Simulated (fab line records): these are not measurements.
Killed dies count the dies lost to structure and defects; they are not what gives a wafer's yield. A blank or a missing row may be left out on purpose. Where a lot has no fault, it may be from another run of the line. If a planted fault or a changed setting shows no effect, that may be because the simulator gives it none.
8D (eight disciplines) problem report, filled in by code    flow sky130    the parts of the form that need people (team, actions taken, sign-off) are left out

== 1. THE PROBLEM ==
Wafers free of any fault read 0.2283 ohm/sq (standard deviation 0.0025) for VIA4_W_RS at SKY_VIA4_RS_MEAS_19, against a mean of 0.2670 ohm/sq on 3 wafers of 2 lots. That is +15 standard deviations from the usual mean.
The step: measures by four-point-probe.
First observed at day 46 22:41: wafer L697.3, on film-metro-03. Wafers with a number at this step in the record: 36, from 12 lots. Rule for "out", or "out of limits": more than 4 standard deviations from the usual mean. The other wafers with a number count as sound.

== 2. WHAT IT IS AND WHAT IT IS NOT ==
question                     is                            is not
which readings at this step  VIA4_W_RS                     -
which lots                   L697, L700                    L686, L687, L688, L689, L690, L691, L698, L703, L707, L709
which wafers of those lots   L697.3, L697.5, L700.3        L697.4, L700.1, L700.4
read on which gauges         film-metro-01, film-metro-03  film-metro-02
when                         from day 46 22:41             up to then (19 sound wafers); but 14 sound wafers of L698, L700, L703, L707, L709 came after

== 3. THE SUSPECTS, EACH WITH WHAT RULES IT OUT ==
Counting: any tool at a process step up to the reading remains a suspect provided it ran every lot that is out. Sound lots after the first of them don't rule it out here, since some wafers of a struck lot are sound.
- ruled out: the gauge at SKY_VIA4_RS_MEAS_19. 2 gauges (film-metro-01, film-metro-03) read the wafers that are out.
- cvd-w-01 at SKY_VIA4_CVD_18 (deposits W, target thk 505 nm, time 152.14 s): kept. Ran every lot that is out, first one L697 (day 46 22:32); last sound lot up to then L690 (day 44 10:59). Its own readings are out on those wafers: susceptor-temp-C.
- The sound lot-mates ran in chamber 1 of cvd-w-01 at SKY_VIA4_CVD_18, but the wafers that are out ran in chamber 0.
Remaining after the count: cvd-w-01 at SKY_VIA4_CVD_18.

== 4. THE CAUSE (what the simulator had put in) ==
cvd-w-01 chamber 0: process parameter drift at SKY_VIA4_CVD_18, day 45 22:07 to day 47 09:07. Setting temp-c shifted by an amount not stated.
Only this tool survived the counting.

== 5. THE EFFECT CHAIN, in route order ==
One row per reading whose mean, taken over the struck wafers that have a number, lies over 3 standard deviations from the usual. Readings are gone through only where the record gives a usual standard deviation; hours: the median, over the lots, of the time from a lot's start at the first step in this table giving one to that lot's start at this step; sigmas: the change measured in usual standard deviations.
hours  step                  reading             usual          on struck wafers  change   sigmas
0      SKY_VIA4_CVD_18       susceptor-temp-C    400.00 C       392.79            -7.21    -33
0      SKY_VIA4_RS_MEAS_19   VIA4_W_RS           0.2283 ohm/sq  0.2670            +0.0387  +15
0      SKY_VIA4_THK_MEAS_20  VIA4_W_THK          510 nm         436               -74      -11
0      SKY_VIA4_CMP_21       time-to-endpoint-s  119 s          101               -18      -5.3
Its process steps:
- SKY_VIA4_CVD_18: deposits W, target thk 505 nm, time 152.14 s.
- SKY_VIA4_CMP_21: polishes, stops on SiO2, t overpolish 25 s, target thk 0 nm.

== 6. WHAT WOULD HAVE CAUGHT IT SOONER ==
25 hours passed between the start of the fault at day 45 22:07 and the first reading out of limits at a measuring or inspecting step in this record, taken at day 46 22:41.
The tool's own readings at SKY_VIA4_CVD_18 were out on every struck wafer that the step has a row for (susceptor-temp-C): an alarm limit on them would have fired on the first of those.
Lots out: 2; of these, L700 started SKY_VIA4_CVD_18 on cvd-w-01 after day 46 22:41. Had the tool been put on hold then, it would have been spared.
